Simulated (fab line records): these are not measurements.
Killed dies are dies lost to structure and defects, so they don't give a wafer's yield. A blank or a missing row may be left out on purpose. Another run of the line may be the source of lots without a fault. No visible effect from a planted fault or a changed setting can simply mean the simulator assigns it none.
fab line records	flow gf180mcu	part 1 of 2: steps 1 to 31 of 41
record: lots: 5	wafers: 15	last-day: 33
route steps=602 shown HV_LDD@188
lots untouched by any fault: they come from a run of this same line in which no faults occurred
start-h: hours from the record's opening day to when the first of the lot's shown wafers began	wait-h: hours from the lot's prior step to this one	" identical to the entry in the row above	L1.1+2: several wafers, shown together as one row	- no value, or no start given	* or withheld: withheld	< > ~ a bound
route shown NAME@n: names a module that has steps shown in the file, with the first one's number in the route	usual: mean/standard deviation of fault-free wafers	same: alike in all rows	chamber/n: place in a boat	sites: per-site readings	_std_site: the standard deviation of these	_edge_site: the outer-site mean with the inner-site mean subtracted	radius-mm: how far each site lies from the wafer's centre	mask NAME#n: copy n	behind: the tool/chamber that last shaped the wafer	hold: what put the lot on hold/how long, in hours/how the hold closed	device: which transistor (n, p or np) failed to switch	end of line: at the end of the route, the tests of the same wafers	a step without rows: its recipe alone	killed: count of dies lost to structure and defects at first sort (not the wafer's yield)	map: per-die view of a wafer (x killed, . not killed, _ where there is no die)
set.NAME: the setting that was run; set.NAME@STEP: the one run at that earlier step	model.NAME: the simulator's own value behind a step, which no gauge read
a table for each step, a row for each wafer; lots at some steps of the route
services: the hour from which a tool's chamber was out of use, counted from the record's first day as start-h (under 0 if before that day), plus the number of hours and why
== steps ==
step: GF_HV_LDD_DEHYDRATE_12
recipe: temp-c: 200	time-s: 60
lot.wafer	tool	chamber	start-h	wait-h
L076.1+3+4	litho-track-02	0	252.46	9.2
L079.1+5+6	litho-track-04	0	265.72	8.8
L088.1+3+6	litho-track-03	0	314.59	7.7
L093.2+3+6	litho-track-02	0	359.98	10.0
L095.2+3+4	litho-track-04	0	369.90	11.7
step: GF_HV_LDD_HMDS_13
recipe: prime-time-s: 60	prime-temp-c: 120
lot.wafer	tool	chamber	start-h	wait-h
L076.1+3+4	litho-track-02	0	252.61	0.1
L079.1+5+6	litho-track-04	0	265.87	0.1
L088.1+3+6	litho-track-03	0	314.74	0.1
L093.2+3+6	litho-track-02	0	360.13	0.1
L095.2+3+4	litho-track-04	0	370.05	0.1
step: GF_HV_LDD_COAT_14
recipe: resist: NOVOLAK	spin-rpm: 3000	resist-thk-nm: 1000
lot.wafer	tool	chamber	start-h	wait-h
L076.1+3+4	litho-track-02	0	252.76	0.1
L079.1+5+6	litho-track-04	0	266.02	0.1
L088.1+3+6	litho-track-03	0	314.89	0.1
L093.2+3+6	litho-track-02	0	360.28	0.1
L095.2+3+4	litho-track-04	0	370.20	0.1
step: GF_HV_LDD_SOFTBAKE_15
recipe: temp-c: 90	time-s: 60	resist: NOVOLAK
lot.wafer	tool	chamber	start-h	wait-h
L076.1+3+4	litho-track-02	0	252.91	0.1
L079.1+5+6	litho-track-04	0	266.17	0.1
L088.1+3+6	litho-track-03	0	315.04	0.1
L093.2+3+6	litho-track-02	0	360.43	0.1
L095.2+3+4	litho-track-04	0	370.35	0.1
step: GF_HV_LDD_EXPOSE_16
recipe: mask-id: Pplus_LV_AREA	target-cd-nm: 400	na: 0.6	source-shape: conventional	sigma-outer: 0.6	dose-mj: 140
usual: reticle-temp-C: 23.01/0.1
lot.wafer	tool	chamber	start-h	wait-h	mask	reticle-temp-C
L076.1	iline-stepper-01	0	-	-	Pplus_LV_AREA#0	23.02
L076.3	"	0	"	"	Pplus_LV_AREA#0	22.98
L076.4	"	0	"	"	Pplus_LV_AREA#0	22.99
L079.1	iline-stepper-01	0	-	-	Pplus_LV_AREA#0	22.93
L079.5	"	0	"	"	Pplus_LV_AREA#0	23.22
L079.6	"	0	"	"	Pplus_LV_AREA#0	23.06
L088.1	iline-stepper-01	0	-	-	Pplus_LV_AREA#0	22.89
L088.3	"	0	"	"	Pplus_LV_AREA#0	22.91
L088.6	"	0	"	"	Pplus_LV_AREA#0	22.95
L093.2	iline-stepper-02	0	-	-	Pplus_LV_AREA#0	23.11
L093.3	"	0	"	"	Pplus_LV_AREA#0	23.23
L093.6	"	0	"	"	Pplus_LV_AREA#0	23.12
L095.2	iline-stepper-02	0	-	-	Pplus_LV_AREA#0	23.14
L095.3	"	0	"	"	Pplus_LV_AREA#0	23.27
L095.4	"	0	"	"	Pplus_LV_AREA#0	23.09
step: GF_HV_LDD_PEB_17
recipe: temp-c: withheld	time-s: *	resist: NOVOLAK
lot.wafer	tool	chamber	start-h	wait-h
L076.1+3+4	litho-track-02	0	-	-
L079.1+5+6	litho-track-04	0	-	-
L088.1+3+6	litho-track-03	0	-	-
L093.2+3+6	litho-track-03	0	-	-
L095.2+3+4	litho-track-04	0	-	-
step: GF_HV_LDD_DEVELOP_18
recipe: develop-time-s: 60	dev-temp-c: 23
lot.wafer	tool	chamber	start-h	wait-h
L076.1+3+4	litho-track-02	0	261.81	0.1
L079.1+5+6	litho-track-04	0	276.17	0.1
L088.1+3+6	litho-track-03	0	325.94	0.1
L093.2+3+6	litho-track-03	0	372.02	0.1
L095.2+3+4	litho-track-04	0	381.35	0.1
step: GF_HV_LDD_CD_MEAS_19
recipe: target-cd-nm: 400
usual: cd-nm: 399.0/2
lot.wafer	tool	chamber	start-h	wait-h	cd-nm
L076.1	cd-sem-01	-	261.96	0.1	399.2
L076.3	"	-	"	"	398.7
L076.4	"	-	"	"	400.4
L079.1	cd-sem-01	-	276.38	0.2	399.2
L079.5	"	-	"	"	400.6
L079.6	"	-	"	"	397.5
L088.1	cd-sem-02	-	326.09	0.1	394.7
L088.3	"	-	"	"	399.4
L088.6	"	-	"	"	397.0
L093.2	cd-sem-02	-	372.16	0.1	399.6
L093.3	"	-	"	"	399.6
L093.6	"	-	"	"	398.5
L095.2	cd-sem-01	-	381.49	0.1	398.6
L095.3	"	-	"	"	397.5
L095.4	"	-	"	"	399.9
step: GF_HV_LDD_OVL_MEAS_20
usual: HV_LDD_01_OVL: 0.0/1.3
lot.wafer	tool	chamber	start-h	wait-h	HV_LDD_01_OVL[nm]
L076.1	overlay-01	-	262.08	0.1	-1.6
L076.3	"	-	"	"	-2.4
L076.4	"	-	"	"	-0.7
L079.1	overlay-02	-	276.50	0.1	-0.1
L079.5	"	-	"	"	-0.1
L079.6	"	-	"	"	1.2
L088.1	overlay-01	-	326.21	0.1	1.4
L088.3	"	-	"	"	0.2
L088.6	"	-	"	"	0.7
L093.2	overlay-01	-	372.27	0.1	0.8
L093.3	"	-	"	"	0.8
L093.6	"	-	"	"	-1.1
L095.2	overlay-01	-	381.60	0.1	0.5
L095.3	"	-	"	"	1.1
L095.4	"	-	"	"	0.7
step: GF_HV_LDD_IMPLANT_21
recipe: species: BF2	energy-kev: 25	dose-cm2: 5e+13	tilt-deg: 7
usual: dose-ions-cm2: 5e+13/5.7e+10
lot.wafer	tool	chamber	start-h	wait-h	dose-ions-cm2
L076.1	implanter-01	0	262.11	0.0	4.994e+13
L076.3	"	0	"	"	4.995e+13
L076.4	"	0	"	"	4.991e+13
L079.1	implanter-01	0	276.54	0.0	5.001e+13
L079.5	"	0	"	"	4.998e+13
L079.6	"	0	"	"	5.005e+13
L088.1	implanter-01	0	326.25	0.0	5.002e+13
L088.3	"	0	"	"	4.999e+13
L088.6	"	0	"	"	5.007e+13
L093.2	implanter-03	0	372.32	0.0	5e+13
L093.3	"	0	"	"	4.997e+13
L093.6	"	0	"	"	4.992e+13
L095.2	implanter-04	0	381.65	0.0	4.998e+13
L095.3	"	0	"	"	5.006e+13
L095.4	"	0	"	"	4.998e+13
step: GF_HV_LDD_STRIP_22
recipe: chemistry: O2/N2	power-w: 1400	pressure-mtorr: 1500	platen-temp-c: 250	o2-flow-sccm: 3000	n2-flow-sccm: 300	overash-fraction: 0.5
usual: drypump-motor-current-A: 5.70/0.25	heater-power-w: 331/24	n2-flow-sccm: 300.0/0.9	oes-product-au: 0.716/0.0044	strip-time-to-endpoint-s: 12.63/0.036
lot.wafer	tool	chamber	start-h	wait-h	drypump-motor-current-A	heater-power-w	n2-flow-sccm	oes-product-au	rf-hours-counter-h	strip-time-to-endpoint-s
L076.1	plasma-asher-04	1	262.26	0.1	5.49	316	298.6	0.717	16	12.63
L076.3	"	0	"	"	5.78	342	300.4	0.718	-	12.69
L076.4	"	1	"	"	5.50	320	298.0	0.723	-	12.62
L079.1	plasma-asher-02	0	276.69	0.1	6.19	340	300.0	0.710	60	12.59
L079.5	"	1	"	"	5.49	328	300.0	0.724	-	12.59
L079.6	"	0	"	"	6.22	345	300.3	0.717	-	12.58
L088.1	plasma-asher-02	1	326.40	0.1	5.48	328	300.9	0.722	67	12.68
L088.3	"	0	"	"	6.22	334	300.0	0.721	-	12.64
L088.6	"	0	"	"	6.18	332	300.1	0.721	-	12.68
L093.2	plasma-asher-04	0	372.45	0.1	5.82	335	299.7	0.714	29	12.68
L093.3	"	0	"	"	5.82	329	298.8	0.713	-	12.69
L093.6	"	1	"	"	5.49	320	302.2	0.715	-	12.71
L095.2	plasma-asher-04	0	381.78	0.1	5.79	339	299.0	0.714	30	12.60
L095.3	"	1	"	"	5.49	308	301.8	0.711	-	12.57
L095.4	"	0	"	"	5.81	330	299.3	0.723	-	12.61
step: GF_HV_LDD_TW_MEAS_23
usual: HV_LDD_2_TW: 1062/13
lot.wafer	tool	chamber	start-h	wait-h	HV_LDD_2_TW
L076.1	film-metro-03	-	262.36	0.1	1052
L076.3	"	-	"	"	1051
L076.4	"	-	"	"	1052
L079.1	film-metro-04	-	276.79	0.1	1088
L079.5	"	-	"	"	1081
L079.6	"	-	"	"	1083
L088.1	film-metro-02	-	326.50	0.1	1057
L088.3	"	-	"	"	1058
L088.6	"	-	"	"	1061
L093.2	film-metro-04	-	372.56	0.1	1083
L093.3	"	-	"	"	1084
L093.6	"	-	"	"	1088
L095.2	film-metro-02	-	381.89	0.1	1060
L095.3	"	-	"	"	1060
L095.4	"	-	"	"	1062
step: GF_HV_LDD_DEHYDRATE_24
recipe: temp-c: 200	time-s: 60
lot.wafer	tool	chamber	start-h	wait-h
L076.1+3+4	litho-track-04	0	271.47	9.1
L079.1+5+6	litho-track-03	0	284.14	7.3
L088.1+3+6	litho-track-04	0	336.42	9.9
L093.2+3+6	litho-track-04	0	382.15	9.6
L095.2+3+4	litho-track-02	0	392.23	10.3
step: GF_HV_LDD_HMDS_25
recipe: prime-time-s: 60	prime-temp-c: 120
lot.wafer	tool	chamber	start-h	wait-h
L076.1+3+4	litho-track-04	0	271.62	0.1
L079.1+5+6	litho-track-03	0	284.29	0.1
L088.1+3+6	litho-track-04	0	336.57	0.1
L093.2+3+6	litho-track-04	0	382.30	0.1
L095.2+3+4	litho-track-02	0	392.38	0.1
step: GF_HV_LDD_COAT_26
recipe: resist: NOVOLAK	spin-rpm: 3000	resist-thk-nm: 1000
lot.wafer	tool	chamber	start-h	wait-h
L076.1+3+4	litho-track-04	0	271.77	0.1
L079.1+5+6	litho-track-03	0	284.44	0.1
L088.1+3+6	litho-track-04	0	336.72	0.1
L093.2+3+6	litho-track-04	0	382.45	0.1
L095.2+3+4	litho-track-02	0	392.53	0.1
step: GF_HV_LDD_SOFTBAKE_27
recipe: temp-c: 90	time-s: 60	resist: NOVOLAK
lot.wafer	tool	chamber	start-h	wait-h
L076.1+3+4	litho-track-04	0	271.92	0.1
L079.1+5+6	litho-track-03	0	284.59	0.1
L088.1+3+6	litho-track-04	0	336.87	0.1
L093.2+3+6	litho-track-04	0	382.60	0.1
L095.2+3+4	litho-track-02	0	392.68	0.1
step: GF_HV_LDD_EXPOSE_28
recipe: mask-id: Nplus_HV_AREA	target-cd-nm: 400	na: 0.6	source-shape: conventional	sigma-outer: 0.6	dose-mj: 140
usual: reticle-temp-C: 22.95/0.11
lot.wafer	tool	chamber	start-h	wait-h	mask	reticle-temp-C
L076.1	iline-stepper-02	0	-	-	Nplus_HV_AREA#0	22.81
L076.3	"	0	"	"	Nplus_HV_AREA#0	22.80
L076.4	"	0	"	"	Nplus_HV_AREA#0	22.88
L079.1	iline-stepper-02	0	-	-	Nplus_HV_AREA#0	22.97
L079.5	"	0	"	"	Nplus_HV_AREA#0	22.90
L079.6	"	0	"	"	Nplus_HV_AREA#0	23.01
L088.1	iline-stepper-02	0	-	-	Nplus_HV_AREA#0	22.88
L088.3	"	0	"	"	Nplus_HV_AREA#0	22.84
L088.6	"	0	"	"	Nplus_HV_AREA#0	22.91
L093.2	iline-stepper-01	0	-	-	Nplus_HV_AREA#0	22.91
L093.3	"	0	"	"	Nplus_HV_AREA#0	22.96
L093.6	"	0	"	"	Nplus_HV_AREA#0	23.12
L095.2	iline-stepper-01	0	-	-	Nplus_HV_AREA#0	22.74
L095.3	"	0	"	"	Nplus_HV_AREA#0	22.91
L095.4	"	0	"	"	Nplus_HV_AREA#0	22.77
step: GF_HV_LDD_PEB_29
recipe: temp-c: withheld	time-s: *	resist: NOVOLAK
lot.wafer	tool	chamber	start-h	wait-h
L076.1+3+4	litho-track-02	0	-	-
L079.1+5+6	litho-track-04	0	-	-
L088.1+3+6	litho-track-02	0	-	-
L093.2+3+6	litho-track-03	0	-	-
L095.2+3+4	litho-track-02	0	-	-
step: GF_HV_LDD_DEVELOP_30
recipe: develop-time-s: 60	dev-temp-c: 23
lot.wafer	tool	chamber	start-h	wait-h
L076.1+3+4	litho-track-02	0	281.11	0.1
L079.1+5+6	litho-track-04	0	291.62	0.1
L088.1+3+6	litho-track-02	0	348.11	0.1
L093.2+3+6	litho-track-03	0	393.71	0.1
L095.2+3+4	litho-track-02	0	404.13	0.1
step: GF_HV_LDD_CD_MEAS_31
recipe: target-cd-nm: 400
usual: cd-nm: 400.0/2.4
lot.wafer	tool	chamber	start-h	wait-h	cd-nm
L076.1	cd-sem-02	-	281.26	0.1	399.3
L076.3	"	-	"	"	399.7
L076.4	"	-	"	"	398.1
L079.1	cd-sem-02	-	291.77	0.1	398.8
L079.5	"	-	"	"	397.6
L079.6	"	-	"	"	397.8
L088.1	cd-sem-01	-	348.26	0.1	400.4
L088.3	"	-	"	"	397.6
L088.6	"	-	"	"	401.0
L093.2	cd-sem-02	-	393.86	0.1	403.0
L093.3	"	-	"	"	403.2
L093.6	"	-	"	"	400.9
L095.2	cd-sem-02	-	404.28	0.1	403.3
L095.3	"	-	"	"	401.8
L095.4	"	-	"	"	402.9
step: GF_HV_LDD_OVL_MEAS_32
usual: HV_LDD_02_OVL: 0.2/1.2
lot.wafer	tool	chamber	start-h	wait-h	HV_LDD_02_OVL[nm]
L076.1	overlay-01	-	281.38	0.1	1.1
L076.3	"	-	"	"	-0.3
L076.4	"	-	"	"	-0.4
L079.1	overlay-02	-	291.89	0.1	-0.5
L079.5	"	-	"	"	0.0
L079.6	"	-	"	"	0.3
L088.1	overlay-01	-	348.38	0.1	0.4
L088.3	"	-	"	"	0.8
L088.6	"	-	"	"	0.0
L093.2	overlay-01	-	393.97	0.1	2.4
L093.3	"	-	"	"	2.1
L093.6	"	-	"	"	0.6
L095.2	overlay-02	-	404.38	0.1	1.4
L095.3	"	-	"	"	2.0
L095.4	"	-	"	"	1.9
step: GF_HV_LDD_IMPLANT_33
recipe: species: P	energy-kev: 60	dose-cm2: 7.5e+12	tilt-deg: 30	rotation-deg: 0
usual: dose-ions-cm2: 7.499e+12/8.3e+09
lot.wafer	tool	chamber	start-h	wait-h	dose-ions-cm2
L076.1	implanter-01	0	281.41	0.0	7.501e+12
L076.3	"	0	"	"	7.506e+12
L076.4	"	0	"	"	7.503e+12
L079.1	implanter-04	0	291.93	0.0	7.499e+12
L079.5	"	0	"	"	7.5e+12
L079.6	"	0	"	"	7.506e+12
L088.1	implanter-04	0	348.41	0.0	7.515e+12
L088.3	"	0	"	"	7.501e+12
L088.6	"	0	"	"	7.492e+12
L093.2	implanter-03	0	394.02	0.0	7.494e+12
L093.3	"	0	"	"	7.495e+12
L093.6	"	0	"	"	7.496e+12
L095.2	implanter-01	0	404.44	0.0	7.487e+12
L095.3	"	0	"	"	7.478e+12
L095.4	"	0	"	"	7.488e+12
step: GF_HV_LDD_IMPLANT_34
recipe: species: P	energy-kev: 60	dose-cm2: 7.381e+12	tilt-deg: 30	rotation-deg: 90
usual: dose-ions-cm2: 7.381e+12/8e+09
lot.wafer	tool	chamber	start-h	wait-h	dose-ions-cm2
L076.1	implanter-01	0	281.56	0.1	7.375e+12
L076.3	"	0	"	"	7.381e+12
L076.4	"	0	"	"	7.373e+12
L079.1	implanter-04	0	292.08	0.1	7.373e+12
L079.5	"	0	"	"	7.378e+12
L079.6	"	0	"	"	7.386e+12
L088.1	implanter-04	0	348.56	0.1	7.374e+12
L088.3	"	0	"	"	7.371e+12
L088.6	"	0	"	"	7.365e+12
L093.2	implanter-03	0	394.17	0.1	7.389e+12
L093.3	"	0	"	"	7.392e+12
L093.6	"	0	"	"	7.399e+12
L095.2	implanter-01	0	404.59	0.1	7.381e+12
L095.3	"	0	"	"	7.381e+12
L095.4	"	0	"	"	7.378e+12
step: GF_HV_LDD_IMPLANT_35
recipe: species: P	energy-kev: 60	dose-cm2: 7.5e+12	tilt-deg: 30	rotation-deg: 180
usual: dose-ions-cm2: 7.498e+12/9.9e+09
lot.wafer	tool	chamber	start-h	wait-h	dose-ions-cm2
L076.1	implanter-01	0	281.71	0.1	7.496e+12
L076.3	"	0	"	"	7.498e+12
L076.4	"	0	"	"	7.492e+12
L079.1	implanter-04	0	292.23	0.1	7.49e+12
L079.5	"	0	"	"	7.509e+12
L079.6	"	0	"	"	7.49e+12
L088.1	implanter-04	0	348.71	0.1	7.479e+12
L088.3	"	0	"	"	7.494e+12
L088.6	"	0	"	"	7.493e+12
L093.2	implanter-03	0	394.32	0.1	7.508e+12
L093.3	"	0	"	"	7.512e+12
L093.6	"	0	"	"	7.514e+12
L095.2	implanter-01	0	404.74	0.1	7.498e+12
L095.3	"	0	"	"	7.496e+12
L095.4	"	0	"	"	7.502e+12
step: GF_HV_LDD_IMPLANT_36
recipe: species: P	energy-kev: 60	dose-cm2: 7.5e+12	tilt-deg: 30	rotation-deg: 270
usual: dose-ions-cm2: 7.5e+12/9.3e+09
lot.wafer	tool	chamber	start-h	wait-h	dose-ions-cm2
L076.1	implanter-01	0	281.86	0.1	7.498e+12
L076.3	"	0	"	"	7.499e+12
L076.4	"	0	"	"	7.509e+12
L079.1	implanter-04	0	292.38	0.1	7.498e+12
L079.5	"	0	"	"	7.509e+12
L079.6	"	0	"	"	7.502e+12
L088.1	implanter-04	0	348.86	0.1	7.515e+12
L088.3	"	0	"	"	7.513e+12
L088.6	"	0	"	"	7.515e+12
L093.2	implanter-03	0	394.47	0.1	7.495e+12
L093.3	"	0	"	"	7.5e+12
L093.6	"	0	"	"	7.502e+12
L095.2	implanter-01	0	404.89	0.1	7.49e+12
L095.3	"	0	"	"	7.507e+12
L095.4	"	0	"	"	7.486e+12
step: GF_HV_LDD_STRIP_37
recipe: chemistry: O2/N2	power-w: 1400	pressure-mtorr: 1500	platen-temp-c: 250	o2-flow-sccm: 3000	n2-flow-sccm: 300	overash-fraction: 0.5
usual: drypump-motor-current-A: 5.71/0.27	heater-power-w: 332/26	n2-flow-sccm: 299.9/0.88	oes-product-au: 0.716/0.0045	strip-time-to-endpoint-s: 12.63/0.032
lot.wafer	tool	chamber	start-h	wait-h	drypump-motor-current-A	heater-power-w	n2-flow-sccm	oes-product-au	rf-hours-counter-h	strip-time-to-endpoint-s
L076.1	plasma-asher-02	0	282.01	0.1	6.23	337	298.9	0.716	61	12.63
L076.3	"	0	"	"	6.25	341	299.0	0.712	-	12.64
L076.4	"	1	"	"	5.50	325	300.8	0.720	-	12.70
L079.1	plasma-asher-04	1	292.53	0.1	5.47	323	299.3	0.720	21	12.62
L079.5	"	0	"	"	5.80	330	300.1	0.715	-	12.57
L079.6	"	1	"	"	5.49	318	299.8	0.709	-	12.60
L088.1	plasma-asher-04	1	349.01	0.1	5.46	322	299.5	0.713	27	12.62
L088.3	"	0	"	"	5.81	332	300.1	0.722	-	12.64
L088.6	"	0	"	"	5.82	331	299.8	0.713	-	12.63
L093.2	plasma-asher-04	0	394.60	0.1	5.82	333	298.2	0.717	31	12.65
L093.3	"	1	"	"	5.50	312	300.0	0.721	-	12.65
L093.6	"	1	"	"	5.49	319	300.3	0.717	-	12.62
L095.2	plasma-asher-02	0	405.01	0.1	6.19	332	299.2	0.715	75	12.58
L095.3	"	1	"	"	5.50	317	301.5	0.729	-	12.61
L095.4	"	0	"	"	6.24	335	300.5	0.717	-	12.57
step: GF_HV_LDD_TW_MEAS_38
usual: HV_LDD_3_TW: 1452/21
lot.wafer	tool	chamber	start-h	wait-h	HV_LDD_3_TW
L076.1	film-metro-02	-	282.11	0.1	1437
L076.3	"	-	"	"	1432
L076.4	"	-	"	"	1431
L079.1	film-metro-04	-	292.63	0.1	1471
L079.5	"	-	"	"	1469
L079.6	"	-	"	"	1472
L088.1	film-metro-02	-	349.11	0.1	1435
L088.3	"	-	"	"	1437
L088.6	"	-	"	"	1438
L093.2	film-metro-02	-	394.71	0.1	1435
L093.3	"	-	"	"	1425
L093.6	"	-	"	"	1439
L095.2	film-metro-03	-	405.12	0.1	1421
L095.3	"	-	"	"	1415
L095.4	"	-	"	"	1417
step: GF_HV_LDD_DEHYDRATE_39
recipe: temp-c: 200	time-s: 60
lot.wafer	tool	chamber	start-h	wait-h
L076.1+3+4	litho-track-04	0	288.67	6.5
L079.1+5+6	litho-track-04	0	297.27	4.6
L088.1+3+6	litho-track-04	0	358.47	9.3
L093.2+3+6	litho-track-04	0	404.80	10.1
L095.2+3+4	litho-track-02	0	417.18	12.0
step: GF_HV_LDD_HMDS_40
recipe: prime-time-s: 60	prime-temp-c: 120
lot.wafer	tool	chamber	start-h	wait-h
L076.1+3+4	litho-track-04	0	288.82	0.1
L079.1+5+6	litho-track-04	0	297.42	0.1
L088.1+3+6	litho-track-04	0	358.62	0.1
L093.2+3+6	litho-track-04	0	404.95	0.1
L095.2+3+4	litho-track-02	0	417.33	0.1
step: GF_HV_LDD_COAT_41
recipe: resist: NOVOLAK	spin-rpm: 3000	resist-thk-nm: 1000
lot.wafer	tool	chamber	start-h	wait-h
L076.1+3+4	litho-track-04	0	288.97	0.1
L079.1+5+6	litho-track-04	0	297.57	0.1
L088.1+3+6	litho-track-04	0	358.77	0.1
L093.2+3+6	litho-track-04	0	405.10	0.1
L095.2+3+4	litho-track-02	0	417.48	0.1
step: GF_HV_LDD_SOFTBAKE_42
recipe: temp-c: 90	time-s: 60	resist: NOVOLAK
lot.wafer	tool	chamber	start-h	wait-h
L076.1+3+4	litho-track-04	0	289.12	0.1
L079.1+5+6	litho-track-04	0	297.72	0.1
L088.1+3+6	litho-track-04	0	358.92	0.1
L093.2+3+6	litho-track-04	0	405.25	0.1
L095.2+3+4	litho-track-02	0	417.63	0.1
